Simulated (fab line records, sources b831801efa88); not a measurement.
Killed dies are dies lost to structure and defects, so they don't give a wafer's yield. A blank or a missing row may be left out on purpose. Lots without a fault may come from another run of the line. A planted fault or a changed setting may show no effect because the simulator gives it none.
A struck lot beside a sound one | flow gf180mcu | 14 steps out of a route of 602
Sound: wafers L133.1, L133.2, L133.5. Struck: wafers L122.1, L122.2, L122.5. The cause comes at the end.
At each step with rows: each side's tool, then ch and its chambers, then its first start. Under that, the readings that differ: sound wafers | struck wafers | difference of the means | sigmas: that difference in standard deviations of wafers without a fault.
alike: readings whose means differ by less than 2 such deviations, and words and numbers that are the same on both sides. not compared: withheld readings, readings that some wafer has no value for, bounds like >300 that may hide the same value, and numbers for which the record gives no deviation and whose values overlap.
The two part at a step that has a row with sigmas, a row that says differs or no value, or rows on one side only. Numbers that don't overlap but have no deviation are shown without sigmas and don't part them. A reading that every wafer of one side lacks parts them only if that side has two wafers or more.

first, 4 steps without rows for these wafers: GF_M4_SOFTBAKE_10 (time 60 s); GF_M4_EXPOSE_11 (exposes mask Metal4, target cd 280 nm); GF_M4_PEB_12 (peb time 90 s); GF_M4_DEVELOP_13 (develop time 60 s).
GF_M4_CD_MEAS_14: target cd 280 nm.
  sound on cd_sem-02, day 29 00:35; struck on cd_sem-02, day 25 15:29
  alike: cd_nm
GF_M4_OVL_MEAS_15:
  sound on overlay-02, day 29 00:43; struck on overlay-01, day 25 15:36
  reading     | sound | struck     | difference | sigmas
  M4_OVL (nm) | 3 7 2 | -15 -10 -6 | -14        | -2
GF_M4_METAL_ETCH_16: etches the open film in Cl2/BCl3, stops on SiO2, target depth 750.8 nm, time 125.1 s.
  sound on rie_metal-02 ch 0,1, day 29 00:44; struck on rie_metal-04 ch 0,1, day 25 15:38
  alike: bias_w, drypump_motor_current_A, oes_product_au, throttle_valve_pct
  not compared: rf_hours_counter_h
GF_M4_STRIP_17: strips in O2/N2.
  sound on plasma_asher-04 ch 0,1, day 29 00:52; struck on plasma_asher-02 ch 0,1, day 25 15:46
  reading                     | sound          | struck         | difference | sigmas
  drypump_motor_current_A (A) | 5.73 5.38 5.40 | 5.85 6.16 6.17 | +0.56      | +2
  alike: heater_power_w, oes_product_au, strip_time_to_endpoint_s
  not compared: rf_hours_counter_h
then, 3 steps without rows for these wafers: GF_M4_STRIP_18 (strips in post etch residue remover, time 1200 s); GF_M4_CLEAN_19 (cleans in DIW); GF_V4_CVD_00 (deposits SiO2, target thk 600 nm, time 100 s).
GF_V4_THK_MEAS_01:
  sound on film_metro-02, day 29 01:29; struck on film_metro-02, day 25 16:22
  alike: V4_CVD_00_THK
GF_V4_CVD_02: deposits SiO2 from TEOS, target thk 850 nm, time 94.851 s.
  sound on pecvd-02 ch 0,1,2, day 29 01:32; struck on pecvd-02 ch 0,2, day 25 16:26
  no value came back on the struck wafers for heater_power_outer_w (W), heater_power_w (W), susceptor_temp_C (C); on the sound wafers heater_power_outer_w (W) reads 475 393 321
  not compared: since_wet_clean_h
GF_PASSIVATION_PROBE_99:
  the record has rows for the sound wafers here (prober-01, day 33 16:07) and none for the struck ones

WHERE THEY PART
First at GF_M4_OVL_MEAS_15; last, within this record, at GF_PASSIVATION_PROBE_99.

WHY: what the simulator had put in
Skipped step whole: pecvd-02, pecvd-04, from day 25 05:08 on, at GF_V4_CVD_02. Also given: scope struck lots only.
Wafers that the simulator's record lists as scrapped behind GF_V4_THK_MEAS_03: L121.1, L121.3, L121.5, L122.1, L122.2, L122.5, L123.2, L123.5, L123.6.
